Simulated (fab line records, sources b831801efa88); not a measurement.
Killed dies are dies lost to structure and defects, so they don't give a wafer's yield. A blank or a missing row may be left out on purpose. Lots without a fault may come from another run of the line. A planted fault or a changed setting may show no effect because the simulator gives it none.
fab line records | flow gf180mcu
record lots=5 wafers=15 last_day=32
route steps=602 shown SALICIDE@280 CONTACT@287 M1@315
lots that met no fault: from a run of the same line without faults
start_h: hours from the record's first day to the start of the lot's first wafer shown | wait_h: hours since the lot's step before | " the same as in the row above | L1.1+2: a row that stands for several wafers | - no value, or no start given | * or withheld: withheld | < > ~ a bound
route shown NAME@n: a module of which the file shows steps, and the number in the route of the first | usual: mean/standard deviation of fault-free wafers | same: alike in all rows | chamber/n: place in a boat | sites: the reading at each site | _std_site: their standard deviation | _edge_site: outer sites' mean less inner sites' | radius_mm: how far each site lies from the wafer's centre | mask NAME#n: copy n | behind: the tool/chamber that last shaped the wafer | hold: why the lot was held/for how many hours/how that ended | device: the transistor (n, p or np) that didn't switch | end of line: the same wafers' tests at the end of the route | a step without rows: its recipe alone | killed: dies lost to structure and defects at the first sort, not the wafer's yield | map: a wafer's dies, x killed, . not, _ none there
set.NAME: the setting as run; set.NAME@STEP: as run at that earlier step | model.NAME: the simulator's own value behind a step, which no gauge read
lots at some steps of the route; a table a step, a row a wafer
services: from which hour (start_h, from the record's first day; less than 0 if before it) a tool's chamber was out of use, for how many hours, and why
## steps
# step GF_SALICIDE_SPUTTER_02
# recipe material=Co target_thk_nm=10 power_w=1000 time_s=20 chamber_pressure_pa=0.4
# usual throttle_valve_pct=30.0/0.81
# columns lot.wafer tool chamber start_h wait_h throttle_valve_pct
L074.2 pvd_sputter-02 - 332.48 0.0 31.1
L074.4 " - " " 29.0
L074.5 " - " " 29.6
L083.1 pvd_sputter-01 - 428.35 0.0 31.1
L083.3 " - " " 29.7
L083.6 " - " " 29.6
L084.1 pvd_sputter-02 - 440.82 0.0 29.5
L084.2 " - " " 30.7
L084.4 " - " " 28.8
L085.2 pvd_sputter-02 - 451.83 0.0 30.8
L085.4 " - " " 30.9
L085.5 " - " " 29.5
L088.2 pvd_sputter-02 - 473.98 0.0 29.6
L088.5 " - " " 29.5
L088.6 " - " " 31.0
# step GF_SALICIDE_SPUTTER_03
# recipe material=TiN target_thk_nm=20 power_w=6500 time_s=16.7 chamber_pressure_pa=0.4
# usual throttle_valve_pct=30.0/0.79
# columns lot.wafer tool chamber start_h wait_h throttle_valve_pct
L074.2 pvd_sputter-02 - 332.51 0.0 30.8
L074.4 " - " " 29.0
L074.5 " - " " 29.5
L083.1 pvd_sputter-01 - 428.38 0.0 31.0
L083.3 " - " " 29.4
L083.6 " - " " 29.3
L084.1 pvd_sputter-02 - 440.84 0.0 29.6
L084.2 " - " " 31.0
L084.4 " - " " 28.9
L085.2 pvd_sputter-02 - 451.85 0.0 30.7
L085.4 " - " " 30.7
L085.5 " - " " 29.4
L088.2 pvd_sputter-02 - 474.01 0.0 29.6
L088.5 " - " " 29.4
L088.6 " - " " 31.0
# step GF_SALICIDE_RS_MEAS_04
# recipe thk_meas_gauge=four-point-probe reads=TiN_of_SALICIDE_SPUTTER_03+Co_of_SALICIDE_SPUTTER_02
# usual SALICIDE_TIN_RS=16.5/0.36
# columns lot.wafer tool chamber start_h wait_h SALICIDE_TIN_RS[ohm/sq]
L074.2 film_metro-03 - 332.55 0.0 16.6
L074.4 " - " " 16.0
L074.5 " - " " 16.6
L083.1 film_metro-01 - 428.41 0.0 16.3
L083.3 " - " " 16.3
L083.6 " - " " 16.5
L084.1 film_metro-01 - 440.87 0.0 16.1
L084.2 " - " " 16.1
L084.4 " - " " 16.1
L085.2 film_metro-03 - 451.90 0.0 17.0
L085.4 " - " " 16.9
L085.5 " - " " 17.0
L088.2 film_metro-02 - 474.06 0.0 16.2
L088.5 " - " " 16.2
L088.6 " - " " 15.9
# step GF_SALICIDE_THK_MEAS_05
# recipe thk_meas_gauge=xrf reads=TiN_of_SALICIDE_SPUTTER_03
# usual SALICIDE_TIN_THK=20.1/0.31
# columns lot.wafer tool chamber start_h wait_h SALICIDE_TIN_THK[nm]
L074.2 film_metro-03 - 332.66 0.1 20.4
L074.4 " - " " 20.6
L074.5 " - " " 20.2
L083.1 film_metro-01 - 428.53 0.1 19.9
L083.3 " - " " 19.8
L083.6 " - " " 19.8
L084.1 film_metro-01 - 440.99 0.1 20.1
L084.2 " - " " 20.2
L084.4 " - " " 20.4
L085.2 film_metro-03 - 452.01 0.1 19.6
L085.4 " - " " 19.7
L085.5 " - " " 19.6
L088.2 film_metro-02 - 474.17 0.1 19.7
L088.5 " - " " 19.7
L088.6 " - " " 20.0
# step GF_SALICIDE_RTA_06
# recipe temp_c=530 time_s=30 ambient=N2
# usual lamp_power_pct=7.0/0.38 wafer_temp_C_max=533.5/0.71
# columns lot.wafer tool chamber start_h wait_h lamp_power_pct wafer_temp_C_max
L074.2 rtp_anneal-01 0 332.73 0.1 6.7 532.6
L074.4 " 0 " " 6.7 533.8
L074.5 " 0 " " 6.7 533.0
L083.1 rtp_anneal-02 0 428.59 0.1 7.4 533.4
L083.3 " 0 " " 7.4 535.2
L083.6 " 0 " " 7.4 532.9
L084.1 rtp_anneal-01 0 441.05 0.1 6.7 532.9
L084.2 " 0 " " 6.7 532.9
L084.4 " 0 " " 6.7 533.4
L085.2 rtp_anneal-01 0 452.08 0.1 6.7 532.2
L085.4 " 0 " " 6.7 532.7
L085.5 " 0 " " 6.7 532.9
L088.2 rtp_anneal-01 0 474.23 0.1 6.7 532.1
L088.5 " 0 " " 6.7 532.4
L088.6 " 0 " " 6.7 533.4
# step GF_SALICIDE_WET_ETCH_07
# recipe chemistry=SPM target_depth_nm=120 dry=n2_spin
# columns lot.wafer tool chamber start_h wait_h
L074.2+4+5 wet_bench-04 3 332.81 0.1
L083.1+3+6 wet_bench-01 3 428.69 0.1
L084.1+2+4 wet_bench-04 3 441.15 0.1
L085.2+4+5 wet_bench-04 1 452.16 0.1
L088.2+5+6 wet_bench-04 2 474.32 0.1
# step GF_SALICIDE_RTA_08
# recipe temp_c=800 time_s=30 ambient=N2
# usual wafer_temp_C_max=805.5/1
# same lamp_power_pct=20.6
# columns lot.wafer tool chamber start_h wait_h wafer_temp_C_max
L074.2 rtp_anneal-02 0 332.93 0.0 806.5
L074.4 " 0 " " 806.0
L074.5 " 0 " " 807.0
L083.1 rtp_anneal-02 0 428.78 0.0 807.7
L083.3 " 0 " " 804.7
L083.6 " 0 " " 804.8
L084.1 rtp_anneal-02 0 441.25 0.0 804.6
L084.2 " 0 " " 806.5
L084.4 " 0 " " 805.7
L085.2 rtp_anneal-02 0 452.28 0.0 807.1
L085.4 " 0 " " 807.1
L085.5 " 0 " " 804.9
L088.2 rtp_anneal-02 0 474.43 0.0 806.5
L088.5 " 0 " " 806.1
L088.6 " 0 " " 806.1
# step GF_CONTACT_CVD_00
# recipe material=SiO2 target_thk_nm=300 sigma_open_frac=0.3 temp_c=400 time_s=50 sih4_flow_sccm=60 pressure_mtorr=6
# columns lot.wafer tool chamber start_h wait_h
L074.2+4+5 hdpcvd-02 0,0,2 333.01 0.1
L083.1+3+6 hdpcvd-01 2,0,1 428.88 0.1
L084.1+2+4 hdpcvd-01 2,0,2 441.35 0.1
L085.2+4+5 hdpcvd-02 1,0,1 452.36 0.1
L088.2+5+6 hdpcvd-01 2,1,2 474.52 0.1
# step GF_CONTACT_THK_MEAS_01
# recipe reads=SiO2_of_CONTACT_CVD_00
# usual CONTACT_CVD_00_THK=300/3.2
# columns lot.wafer tool chamber start_h wait_h CONTACT_CVD_00_THK[nm]
L074.2 film_metro-03 - 333.07 0.0 301
L074.4 " - " " 304
L074.5 " - " " 302
L083.1 film_metro-04 - 428.92 0.0 296
L083.3 " - " " 302
L083.6 " - " " 302
L084.1 film_metro-03 - 441.40 0.0 296
L084.2 " - " " 303
L084.4 " - " " 293
L085.2 film_metro-04 - 452.41 0.0 301
L085.4 " - " " 298
L085.5 " - " " 302
L088.2 film_metro-04 - 474.57 0.0 300
L088.5 " - " " 302
L088.6 " - " " 301
# step GF_CONTACT_CVD_02
# recipe material=SiO2 target_thk_nm=860 precursor=TEOS temp_c=400 time_s=95.992 rf_w=600
# usual heater_power_w=639/100
# columns lot.wafer tool chamber start_h wait_h heater_power_w since_wet_clean_h
L074.2 pecvd-01 0 333.12 0.0 534 797
L074.4 " 1 " " 538 -
L074.5 " 0 " " 572 -
L083.1 pecvd-02 1 428.98 0.1 746 254
L083.3 " 2 " " 647 254
L083.6 " 1 " " 609 -
L084.1 pecvd-03 0 441.46 0.1 624 475
L084.2 " 2 " " 560 475
L084.4 " 1 " " 664 -
L085.2 pecvd-02 1 452.46 0.0 633 278
L085.4 " 1 " " 699 -
L085.5 " 0 " " 796 -
L088.2 pecvd-02 1 474.62 0.0 646 300
L088.5 " 0 " " 790 -
L088.6 " 2 " " 631 -
# step GF_CONTACT_THK_MEAS_03
# recipe reads=SiO2_of_CONTACT_CVD_02
# usual CONTACT_CVD_02_THK=862/12
# columns lot.wafer tool chamber start_h wait_h CONTACT_CVD_02_THK[nm]
L074.2 film_metro-04 - 333.20 0.0 864
L074.4 " - " " 869
L074.5 " - " " 874
L083.1 film_metro-01 - 429.05 0.0 851
L083.3 " - " " 850
L083.6 " - " " 856
L084.1 film_metro-01 - 441.53 0.0 856
L084.2 " - " " 853
L084.4 " - " " 868
L085.2 film_metro-03 - 452.54 0.0 847
L085.4 " - " " 848
L085.5 " - " " 859
L088.2 film_metro-03 - 474.70 0.0 856
L088.5 " - " " 882
L088.6 " - " " 871
# step GF_CONTACT_CMP_04
# recipe material=SiO2 down_force_psi=4 platen_rpm=60 pad_velocity_m_s=0.94248
# usual motor_current_A=12.2/1.1 time_to_endpoint_s=111/5.7
# columns lot.wafer tool chamber start_h wait_h motor_current_A time_to_endpoint_s
L074.4 cmp-02 3 333.25 0.0 12.6 117
L074.2 " 0 " " 13.3 112
L074.5 " 0 " " 13.3 112
L083.3 cmp-02 0 429.16 0.1 13.0 104
L083.1 " 2 " " 12.8 104
L083.6 " 3 " " 12.8 109
L084.4 cmp-01 0 441.59 0.0 12.1 105
L084.1 " 1 " " 10.4 101
L084.2 " 2 " " 11.5 106
L085.2 cmp-02 1 452.59 0.0 13.2 108
L085.4 " 2 " " 13.6 107
L085.5 " 1 " " 13.0 116
L088.2 cmp-01 2 474.85 0.1 13.0 110
L088.6 " 0 " " 12.0 107
L088.5 " 1 " " 10.4 110
# step GF_CONTACT_BOW_MEAS_05
# recipe mode=bow
# usual CONTACT_BOW=63/6.8
# columns lot.wafer tool chamber start_h wait_h CONTACT_BOW[um]
L074.2 film_metro-01 - 333.57 0.2 68
L074.4 " - " " 59
L074.5 " - " " 55
L083.1 film_metro-01 - 429.41 0.1 72
L083.3 " - " " 62
L083.6 " - " " 64
L084.1 film_metro-01 - 441.89 0.2 49
L084.2 " - " " 71
L084.4 " - " " 61
L085.2 film_metro-04 - 452.91 0.3 72
L085.4 " - " " 64
L085.5 " - " " 55
L088.2 film_metro-04 - 475.07 0.2 56
L088.5 " - " " 60
L088.6 " - " " 60
# step GF_CONTACT_DEHYDRATE_06
# recipe temp_c=200 time_s=60
# usual plate_temp_C=199.97/0.14
# columns lot.wafer tool chamber start_h wait_h plate_temp_C
L074.2 litho_track-03 0 343.71 10.1 200.01
L074.4 " 0 " " 199.99
L074.5 " 0 " " 200.25
L083.1 litho_track-03 0 440.23 10.8 200.11
L083.3 " 0 " " 199.98
L083.6 " 0 " " 200.03
L084.1 litho_track-02 0 454.42 12.5 199.98
L084.2 " 0 " " 200.07
L084.4 " 0 " " 199.86
L085.2 litho_track-01 0 464.19 11.3 199.94
L085.4 " 0 " " 199.97
L085.5 " 0 " " 199.78
L088.2 litho_track-03 0 486.31 11.2 199.98
L088.5 " 0 " " 200.10
L088.6 " 0 " " 200.01
# step GF_CONTACT_HMDS_07
# recipe prime_time_s=60 prime_temp_c=120
# columns lot.wafer tool chamber start_h wait_h
L074.2+4+5 litho_track-03 0 343.86 0.1
L083.1+3+6 litho_track-03 0 440.38 0.1
L084.1+2+4 litho_track-02 0 454.57 0.1
L085.2+4+5 litho_track-01 0 464.34 0.1
L088.2+5+6 litho_track-03 0 486.46 0.1
# step GF_CONTACT_COAT_08
# recipe resist=BARC temp_c=withheld time_s=withheld spin_rpm=withheld resist_thk_nm=withheld
# columns lot.wafer tool chamber start_h wait_h
L074.2+4+5 litho_track-03 0 344.01 0.1
L083.1+3+6 litho_track-03 0 440.53 0.1
L084.1+2+4 litho_track-02 0 454.72 0.1
L085.2+4+5 litho_track-01 0 464.49 0.1
L088.2+5+6 litho_track-03 0 486.61 0.1
# step GF_CONTACT_COAT_09
# recipe resist=KrF spin_rpm=withheld resist_thk_nm=1000
# columns lot.wafer tool chamber start_h wait_h
L074.2+4+5 litho_track-03 0 - -
L083.1+3+6 litho_track-03 0 - -
L084.1+2+4 litho_track-02 0 - -
L085.2+4+5 litho_track-01 0 - -
L088.2+5+6 litho_track-03 0 - -
# step GF_CONTACT_SOFTBAKE_10
# recipe temp_c=130 time_s=60 resist=KrF
# usual plate_temp_C=129.96/0.14
# columns lot.wafer tool chamber start_h wait_h plate_temp_C
L074.2 litho_track-03 0 - - 129.97
L074.4 " 0 " " 129.93
L074.5 " 0 " " 129.75
L083.1 litho_track-03 0 - - 129.92
L083.3 " 0 " " 130.11
L083.6 " 0 " " 130.00
L084.1 litho_track-02 0 - - 130.10
L084.2 " 0 " " 129.85
L084.4 " 0 " " 130.04
L085.2 litho_track-01 0 - - 129.94
L085.4 " 0 " " 129.85
L085.5 " 0 " " 129.73
L088.2 litho_track-03 0 - - 130.07
L088.5 " 0 " " 130.05
L088.6 " 0 " " 130.31
# step GF_CONTACT_EXPOSE_11
# recipe mask_id=Contact target_cd_nm=220 na=0.68 source_shape=conventional sigma_outer=0.6 dose_mj=38
# usual focus_offset_nm=0.0/0.56
# columns lot.wafer tool chamber start_h wait_h mask focus_offset_nm
L074.2 krf_scanner-02 0 - - Contact#0 0.4
L074.4 " 0 " " Contact#0 -0.6
L074.5 " 0 " " Contact#0 -0.1
L083.1 krf_scanner-02 0 - - Contact#0 1.0
L083.3 " 0 " " Contact#0 -0.8
L083.6 " 0 " " Contact#0 -0.2
L084.1 krf_scanner-01 0 - - Contact#0 -0.2
L084.2 " 0 " " Contact#0 0.3
L084.4 " 0 " " Contact#0 0.0
L085.2 krf_scanner-01 0 - - Contact#0 -0.6
L085.4 " 0 " " Contact#0 0.1
L085.5 " 0 " " Contact#0 -0.2
L088.2 krf_scanner-01 0 - - Contact#0 0.7
L088.5 " 0 " " Contact#0 0.6
L088.6 " 0 " " Contact#0 1.0
# step GF_CONTACT_PEB_12
# recipe peb_temp_c=135 peb_time_s=90 resist=KrF
# usual plate_temp_C=134.98/0.14
# columns lot.wafer tool chamber start_h wait_h plate_temp_C
L074.2 litho_track-02 0 - - 134.78
L074.4 " 0 " " 134.99
L074.5 " 0 " " 135.12
L083.1 litho_track-03 0 - - 134.98
L083.3 " 0 " " 134.83
L083.6 " 0 " " 134.98
L084.1 litho_track-02 0 - - 134.92
L084.2 " 0 " " 134.77
L084.4 " 0 " " 134.81
L085.2 litho_track-02 0 - - 135.04
L085.4 " 0 " " 134.93
L085.5 " 0 " " 135.05
L088.2 litho_track-02 0 - - 134.93
L088.5 " 0 " " 134.90
L088.6 " 0 " " 134.85
# step GF_CONTACT_DEVELOP_13
# recipe develop_time_s=60 resist=KrF dev_temp_c=21
# same develop_time_s=60
# columns lot.wafer tool chamber start_h wait_h
L074.2+4+5 litho_track-02 0 355.34 0.2
L083.1+3+6 litho_track-03 0 453.03 0.2
L084.1+2+4 litho_track-02 0 466.22 0.2
L085.2+4+5 litho_track-02 0 477.29 0.2
L088.2+5+6 litho_track-02 0 498.94 0.2
# step GF_CONTACT_CD_MEAS_14
# recipe target_cd_nm=220
# usual cd_nm=219.7/1.5
# columns lot.wafer tool chamber start_h wait_h cd_nm
L074.2 cd_sem-01 - 355.49 0.1 220.6
L074.4 " - " " 221.5
L074.5 " - " " 221.1
L083.1 cd_sem-02 - 453.18 0.1 219.3
L083.3 " - " " 219.8
L083.6 " - " " 220.9
L084.1 cd_sem-02 - 466.40 0.2 222.4
L084.2 " - " " 221.2
L084.4 " - " " 219.4
L085.2 cd_sem-02 - 477.44 0.1 219.2
L085.4 " - " " 218.0
L085.5 " - " " 220.0
L088.2 cd_sem-01 - 499.09 0.1 219.2
L088.5 " - " " 220.0
L088.6 " - " " 219.7
# step GF_CONTACT_OVL_MEAS_15
# usual CONTACT_OVL=2/5.3
# columns lot.wafer tool chamber start_h wait_h CONTACT_OVL[nm]
L074.2 overlay-02 - 355.60 0.1 3
L074.4 " - " " 9
L074.5 " - " " 6
L083.1 overlay-01 - 453.30 0.1 0
L083.3 " - " " 4
L083.6 " - " " 8
L084.1 overlay-02 - 466.52 0.1 7
L084.2 " - " " 7
L084.4 " - " " 4
L085.2 overlay-02 - 477.54 0.1 4
L085.4 " - " " 12
L085.5 " - " " 10
L088.2 overlay-02 - 499.19 0.1 -3
L088.5 " - " " -2
L088.6 " - " " 0
# step GF_CONTACT_ETCH_16
# recipe chemistry=N2/H2 target_depth_a=withheld overetch_a=withheld time_s=withheld target=BARC ion_energy_ev=200 source_w=500 bias_w=100 pressure_mtorr=30 n2_flow_sccm=100 h2_flow_sccm=200
# usual bias_w=100.0/0.3 drypump_motor_current_A=5.7/0.49 h2_flow_sccm=200.0/0.67 oes_product_au=0.854/0.0052 throttle_valve_pct=13.224/0.0083
# columns lot.wafer tool chamber start_h wait_h bias_w drypump_motor_current_A h2_flow_sccm oes_product_au throttle_valve_pct
L074.2 rie_diel-01 2 355.63 0.0 100.1 6.2 200.4 0.860 13.227
L074.4 " 1 " " 99.9 5.1 199.3 0.861 13.226
L074.5 " 3 " " 100.5 5.6 200.8 0.857 13.240
L083.1 rie_diel-03 2 453.34 0.0 99.5 5.3 199.5 0.850 13.227
L083.3 " 1 " " 99.9 6.1 200.4 0.854 13.226
L083.6 " 0 " " 100.0 5.6 199.2 0.856 13.215
L084.1 rie_diel-01 0 466.56 0.0 99.7 6.2 199.8 0.846 13.210
L084.2 " 2 " " 100.3 6.2 199.3 0.846 13.232
L084.4 " 0 " " 99.8 6.2 200.1 0.857 13.224
L085.2 rie_diel-04 0 477.57 0.0 99.8 6.2 200.1 0.854 13.234
L085.4 " 1 " " 99.9 5.6 199.5 0.859 13.214
L085.5 " 3 " " 100.3 4.7 199.9 0.860 13.223
L088.2 rie_diel-03 1 499.22 0.0 99.9 6.2 199.3 0.856 13.231
L088.5 " 3 " " 100.9 6.0 199.3 0.860 13.229
L088.6 " 0 " " 100.5 5.6 199.6 0.850 13.242
# step GF_CONTACT_ETCH_17
# recipe chemistry=C4F8/O2/Ar mask_material=KrF target=SiO2 stop_on=CoSi2 source_w=1500 bias_w=1200 pressure_mtorr=40 c4f8_flow_sccm=withheld O2_flow_sccm=6 Ar_flow_sccm=300 time_s=withheld target_depth_a=8600
# usual bias_w=1200/3.5 oes_product_au=0.814/0.0049
# columns lot.wafer tool chamber start_h wait_h bias_w oes_product_au
L074.2 rie_diel-01 2 - - 1200 0.817
L074.4 " 1 " " 1200 0.810
L074.5 " 3 " " 1205 0.809
L083.1 rie_diel-03 2 - - 1192 0.806
L083.3 " 1 " " 1203 0.813
L083.6 " 0 " " 1199 0.819
L084.1 rie_diel-01 0 - - 1203 0.811
L084.2 " 2 " " 1204 0.812
L084.4 " 0 " " 1196 0.807
L085.2 rie_diel-04 0 - - 1198 0.809
L085.4 " 1 " " 1204 0.811
L085.5 " 3 " " 1195 0.813
L088.2 rie_diel-03 1 - - 1200 0.813
L088.5 " 3 " " 1204 0.810
L088.6 " 0 " " 1198 0.816
# step GF_CONTACT_STRIP_18
# recipe chemistry=O2/N2 power_w=1400 pressure_mtorr=1500 platen_temp_c=250 o2_flow_sccm=3000 n2_flow_sccm=300 overash_fraction=0.5
# usual drypump_motor_current_A=5.45/0.13 heater_power_w=315/25 o2_flow_sccm=3000/7.3 oes_product_au=0.579/0.0045
# columns lot.wafer tool chamber start_h wait_h drypump_motor_current_A heater_power_w o2_flow_sccm oes_product_au rf_hours_counter_h
L074.2 plasma_asher-04 0 355.79 - 5.63 284 3009 0.579 25
L074.4 " 1 " " 5.45 302 3003 0.585 -
L074.5 " 0 " " 5.67 280 3002 0.574 -
L083.1 plasma_asher-02 0 453.50 - 5.46 335 3000 0.577 2
L083.3 " 0 " " 5.47 334 2991 0.585 -
L083.6 " 1 " " 5.34 307 3011 0.586 -
L084.1 plasma_asher-03 0 466.72 - 5.23 355 2998 0.582 84
L084.2 " 1 " " 5.59 305 2990 0.574 84
L084.4 " 0 " " 5.21 356 3004 0.579 -
L085.2 plasma_asher-02 1 477.74 - 5.38 320 3005 0.586 5
L085.4 " 0 " " 5.47 326 2998 0.583 -
L085.5 " 0 " " 5.44 335 2994 0.576 -
L088.2 plasma_asher-02 1 499.39 - 5.35 328 2989 0.585 7
L088.5 " 0 " " 5.47 331 3004 0.580 -
L088.6 " 1 " " 5.35 324 2998 0.581 -
# step GF_CONTACT_CLEAN_19
# recipe chemistry=SPM
# columns lot.wafer tool chamber start_h wait_h
L074.2+4+5 wet_bench-01 1 355.89 0.1
L083.1+3+6 wet_bench-02 2 453.60 0.1
L084.1+2+4 wet_bench-01 3 466.82 0.1
L085.2+4+5 wet_bench-02 3 477.84 0.1
L088.2+5+6 wet_bench-03 3 499.49 0.1
# step GF_CONTACT_CLEAN_20
# recipe chemistry=DIW
# columns lot.wafer tool chamber start_h wait_h
L074.2+4+5 wet_bench-03 1 355.98 0.0
L083.1+3+6 wet_bench-01 0 453.69 0.0
L084.1+2+4 wet_bench-03 3 467.00 0.0
L085.2+4+5 wet_bench-01 2 477.93 0.0
L088.2+5+6 wet_bench-01 0 499.67 0.0
# step GF_CONTACT_CLEAN_21
# recipe chemistry=dHF time_s=20 dilution=100:1 dry=ipa_marangoni
# columns lot.wafer tool chamber start_h wait_h
L074.2+4+5 wet_bench-02 3 356.08 0.0
L083.1+3+6 wet_bench-03 1 453.78 0.0
L084.1+2+4 wet_bench-02 1 467.10 0.0
L085.2+4+5 wet_bench-03 2 478.02 0.0
L088.2+5+6 wet_bench-02 1 499.77 0.0
# step GF_CONTACT_SPUTTER_22
# recipe material=Ti target_thk_nm=15 chamber_pressure_pa=5 power_w=2500 substrate_temp_c=200 time_s=80.02
# usual throttle_valve_pct=29.8/1.4
# columns lot.wafer tool chamber start_h wait_h throttle_valve_pct
L074.2 pvd_sputter-02 - 356.10 0.0 30.9
L074.4 " - " " 29.5
L074.5 " - " " 29.1
L083.1 pvd_sputter-03 - 453.80 0.0 29.4
L083.3 " - " " 30.1
L083.6 " - " " 29.6
L084.1 pvd_sputter-03 - 467.11 0.0 27.1
L084.2 " - " " 29.9
L084.4 " - " " 29.3
L085.2 pvd_sputter-03 - 478.03 0.0 27.0
L085.4 " - " " 30.1
L085.5 " - " " 32.0
L088.2 pvd_sputter-02 - 499.78 0.0 29.1
L088.5 " - " " 30.9
L088.6 " - " " 29.2
# step GF_CONTACT_SPUTTER_23
# recipe material=TiN target_thk_nm=10 chamber_pressure_pa=5 power_w=4000 time_s=40
# usual throttle_valve_pct=29.8/1.4
# columns lot.wafer tool chamber start_h wait_h throttle_valve_pct
L074.2 pvd_sputter-02 - 356.16 0.0 31.1
L074.4 " - " " 29.5
L074.5 " - " " 29.2
L083.1 pvd_sputter-03 - 453.86 0.0 29.5
L083.3 " - " " 30.2
L083.6 " - " " 29.4
L084.1 pvd_sputter-03 - 467.17 0.0 27.2
L084.2 " - " " 30.1
L084.4 " - " " 29.2
L085.2 pvd_sputter-03 - 478.10 0.0 27.2
L085.4 " - " " 29.8
L085.5 " - " " 32.3
L088.2 pvd_sputter-02 - 499.84 0.0 29.1
L088.5 " - " " 30.8
L088.6 " - " " 29.1
# step GF_CONTACT_CVD_24
# recipe material=W target_thk_nm=300 time_s=90.339 temp_c=400 pressure_torr=40
# usual heater_power_w=899/99
# columns lot.wafer tool chamber start_h wait_h heater_power_w since_wet_clean_h
L074.2 cvd_w-02 1 356.20 0.0 1061 966
L074.4 " 1 " " 1058 -
L074.5 " 1 " " 1047 -
L083.1 cvd_w-01 1 453.90 0.0 869 550
L083.3 " 1 " " 866 -
L083.6 " 1 " " 869 -
L084.1 cvd_w-01 1 467.21 0.0 876 563
L084.2 " 0 " " 967 563
L084.4 " 0 " " 941 -
L085.2 cvd_w-02 0 478.13 0.0 737 74
L085.4 " 0 " " 748 -
L085.5 " 1 " " 1008 -
L088.2 cvd_w-01 1 499.88 0.0 879 596
L088.5 " 1 " " 861 -
L088.6 " 0 " " 953 -
# step GF_CONTACT_RS_MEAS_25
# recipe thk_meas_gauge=four-point-probe reads=W_of_CONTACT_CVD_24+TiN_of_CONTACT_SPUTTER_23+Ti_of_CONTACT_SPUTTER_22
# usual CONTACT_W_RS=0.383/0.004
# columns lot.wafer tool chamber start_h wait_h CONTACT_W_RS[ohm/sq]
L074.2 film_metro-04 - 356.32 0.1 0.396
L074.4 " - " " 0.389
L074.5 " - " " 0.388
L083.1 film_metro-01 - 454.00 0.1 0.383
L083.3 " - " " 0.393
L083.6 " - " " 0.385
L084.1 film_metro-01 - 467.31 0.1 0.386
L084.2 " - " " 0.375
L084.4 " - " " 0.378
L085.2 film_metro-04 - 478.25 0.1 0.377
L085.4 " - " " 0.378
L085.5 " - " " 0.384
L088.2 film_metro-01 - 500.00 0.1 0.386
L088.5 " - " " 0.386
L088.6 " - " " 0.378
# step GF_CONTACT_THK_MEAS_26
# recipe thk_meas_gauge=xrf reads=W_of_CONTACT_CVD_24
# usual CONTACT_W_THK=296/3.4
# columns lot.wafer tool chamber start_h wait_h CONTACT_W_THK[nm]
L074.2 film_metro-04 - 356.43 0.1 286
L074.4 " - " " 291
L074.5 " - " " 291
L083.1 film_metro-01 - 454.12 0.1 297
L083.3 " - " " 289
L083.6 " - " " 293
L084.1 film_metro-01 - 467.43 0.1 294
L084.2 " - " " 303
L084.4 " - " " 299
L085.2 film_metro-04 - 478.36 0.1 301
L085.4 " - " " 298
L085.5 " - " " 293
L088.2 film_metro-01 - 500.11 0.1 297
L088.5 " - " " 295
L088.6 " - " " 302
# step GF_CONTACT_CMP_27
# recipe stop_on=SiO2 down_force_psi=3.5 platen_rpm=60 t_overpolish_s=15 target_thk_nm=0 pad_velocity_m_s=0.94248
# usual motor_current_A=10.8/1 overpolish_run_s=15.000/0.0087 time_to_endpoint_s=70/3.3
# columns lot.wafer tool chamber start_h wait_h motor_current_A overpolish_run_s time_to_endpoint_s
L074.4 cmp-02 2 356.48 0.0 11.6 14.986 71
L074.2 " 0 " " 11.4 15.017 67
L074.5 " 2 " " 11.8 14.998 71
L083.3 cmp-02 3 454.36 0.2 11.2 15.007 70
L083.1 " 1 " " 11.5 15.015 68
L083.6 " 0 " " 12.1 14.980 67
L084.2 cmp-01 3 467.49 0.0 9.1 14.999 72
L084.1 " 0 " " 11.1 14.995 69
L084.4 " 2 " " 10.9 15.007 78
L085.4 cmp-01 1 478.41 0.0 9.1 14.994 72
L085.2 " 0 " " 11.3 15.000 75
L085.5 " 1 " " 9.5 14.994 72
L088.2 cmp-01 3 500.21 0.1 9.7 14.994 66
L088.5 " 2 " " 11.4 15.005 75
L088.6 " 3 " " 9.7 15.007 71
# step GF_M1_SPUTTER_00
# recipe material=Ti target_thk_nm=37.5 arriving_ion_energy_ev=80 substrate_temp_c=200 chamber_pressure_pa=2 power_w=4000 time_s=150
# usual throttle_valve_pct=29.7/1.1
# columns lot.wafer tool chamber start_h wait_h throttle_valve_pct
L074.2 pvd_sputter-01 - 356.78 0.1 29.6
L074.4 " - " " 29.0
L074.5 " - " " 28.8
L083.1 pvd_sputter-01 - 454.66 0.1 29.6
L083.3 " - " " 28.9
L083.6 " - " " 29.6
L084.1 pvd_sputter-01 - 467.79 0.2 28.7
L084.2 " - " " 30.8
L084.4 " - " " 29.7
L085.2 pvd_sputter-01 - 478.71 0.1 29.0
L085.4 " - " " 29.8
L085.5 " - " " 28.8
L088.2 pvd_sputter-04 - 500.46 0.2 29.7
L088.5 " - " " 30.5
L088.6 " - " " 30.6
# step GF_M1_SPUTTER_01
# recipe material=TiN target_thk_nm=30 power_w=6500 time_s=25 chamber_pressure_pa=0.4
# usual throttle_valve_pct=29.7/1.1
# columns lot.wafer tool chamber start_h wait_h throttle_valve_pct
L074.2 pvd_sputter-01 - 356.88 0.1 29.7
L074.4 " - " " 28.7
L074.5 " - " " 29.0
L083.1 pvd_sputter-01 - 454.76 0.1 29.6
L083.3 " - " " 29.1
L083.6 " - " " 29.5
L084.1 pvd_sputter-01 - 467.89 0.1 29.1
L084.2 " - " " 30.9
L084.4 " - " " 29.6
L085.2 pvd_sputter-01 - 478.81 0.1 28.8
L085.4 " - " " 29.4
L085.5 " - " " 28.7
L088.2 pvd_sputter-04 - 500.56 0.1 29.7
L088.5 " - " " 30.4
L088.6 " - " " 30.8
## services
# columns tool chamber start_h hours kind
plasma_asher-02 - 320.74 15.6 pm
krf_scanner-01 - 323.78 1.0 pm
rie_diel-01 2 330.13 9.5 repair
cmp-01 - 332.21 4.7 repair
cvd_w-01 1 333.20 11.0 repair
rie_diel-01 0 353.72 9.5 repair
cmp-01 - 354.78 0.3 repair
rie_diel-03 - 364.64 14.6 pm
pvd_sputter-01 - 364.81 24.3 repair
cmp-01 - 366.54 0.2 repair
pvd_sputter-02 - 382.14 3.5 repair
rtp_anneal-02 - 390.42 5.0 pm
wet_bench-03 - 402.64 2.1 repair
cmp-01 - 404.00 4.0 pm
cmp-02 - 414.04 2.6 repair
cmp-01 - 416.68 3.3 pm
rtp_anneal-01 - 422.55 7.1 pm
cmp-01 - 429.11 1.6 repair
wet_bench-02 - 441.73 0.9 repair
cmp-01 - 443.02 2.3 repair
rie_diel-03 3 445.11 9.0 repair
rie_diel-01 1 461.53 14.5 repair
rie_diel-03 - 461.65 28.1 pm
rie_diel-01 - 489.35 0.2 repair
## key
fault none
